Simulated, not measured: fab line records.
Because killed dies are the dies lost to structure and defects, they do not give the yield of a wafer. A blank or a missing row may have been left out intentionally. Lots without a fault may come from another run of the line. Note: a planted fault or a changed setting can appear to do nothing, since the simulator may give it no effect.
8D (eight disciplines) problem report, filled in by code | flow gf180mcu | the parts of the form that need people (team, actions taken, sign-off) are left out

== 1. WHAT IS WRONG ==
Wafers free of any fault read 1197.4 ohm/sq (standard deviation 2.9) for LVPWELL_RS at GF_VT_IMPLANT_RS_MEAS_48, against a mean of 1177.0 ohm/sq on 6 wafers of 2 lots. That puts it -7.0 standard deviations away from the usual mean.
The step: measures by four-point-probe.
Seen first at day 11 22:43 on filmMetro-03, wafer L936.1. The record has a number at this step for 39 wafers belonging to 13 lots. Rule for "out" (also "out of limits"): further than 4 standard deviations from the usual mean. All remaining wafers that have a number are taken as sound.

== 2. WHAT IT IS, WHAT IT ISN'T ==
question                    | is                         | is not
which readings at this step | LVPWELL_RS                 | -
which lots                  | L936, L938                 | L921, L923, L926, L927, L931, L932, L935, L937, L939, L942, L943
which wafers of those lots  | all that have a number     | -
read on which gauges        | filmMetro-03, filmMetro-04 | filmMetro-01
when                        | from day 11 22:43          | up to then (21 sound wafers); but 12 sound wafers of L937, L939, L942, L943 came after

== 3. WHAT RULES OUT EACH SUSPECT ==
Counting: any tool at a process step up to the reading is kept as a suspect provided that every lot that is out went through it and no sound lot did after the first of them.
- ruled out: the gauge at GF_VT_IMPLANT_RS_MEAS_48. 2 gauges (filmMetro-03, filmMetro-04) read the wafers that are out.
- implanter-02 at GF_LVPWELL_IMPLANT_08: kept. All lots that are out passed through it, beginning with L936 at day 7 12:55, and no sound lot followed; its final sound lot before that point was L935 at day 7 08:22. Out on those wafers are its own readings of doseIonsCm2.
Left after counting: implanter-02 at GF_LVPWELL_IMPLANT_08.

== 4. THE CAUSE (what the simulator had put in) ==
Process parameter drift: implanter-02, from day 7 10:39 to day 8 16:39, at GF_LVPWELL_IMPLANT_08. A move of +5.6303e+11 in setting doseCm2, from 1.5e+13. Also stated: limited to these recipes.
The count eliminated every tool but this one.

== 5. SEQUENCE OF EFFECTS, ordered by route ==
One row per reading whose mean, taken over the struck wafers that have a number, lies over 3 standard deviations from the usual. Scope: only readings with a usual standard deviation given in the record; hours: median across lots of the time from each lot's start at the first step in this table that gives one to its start at this step; sigmas: change in usual standard deviations.
hours | step                     | reading     | usual         | on struck wafers | change   | sigmas
0     | GF_LVPWELL_IMPLANT_08    | doseIonsCm2 | 1.5e+13       | 1.6e+13          | +5.7e+11 | +34
107   | GF_VT_IMPLANT_RS_MEAS_48 | LVPWELL_RS  | 1197.4 ohm/sq | 1177.0           | -20.4    | -7.0
The process steps in it:
- GF_LVPWELL_IMPLANT_08
Later measuring or inspecting steps at which every struck wafer that the step has a row for has a number for every such reading, and none has moved that far: GF_V4_THK_MEAS_25, GF_M5_CD_MEAS_07.

== 6. WHAT WOULD HAVE CAUGHT IT SOONER ==
The first out-of-limits reading at a measuring or inspecting step in this record came at day 11 22:43, 108 hours after the fault's start at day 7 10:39.
The tool's own readings at GF_LVPWELL_IMPLANT_08 were out on every struck wafer that the step has a row for (doseIonsCm2): an alarm limit on them would have fired on the first of those.
By day 11 22:43 the whole set of lots that are out, 2 in number, had already begun GF_LVPWELL_IMPLANT_08 on implanter-02. A hold on the tool at that time would have spared none of them.
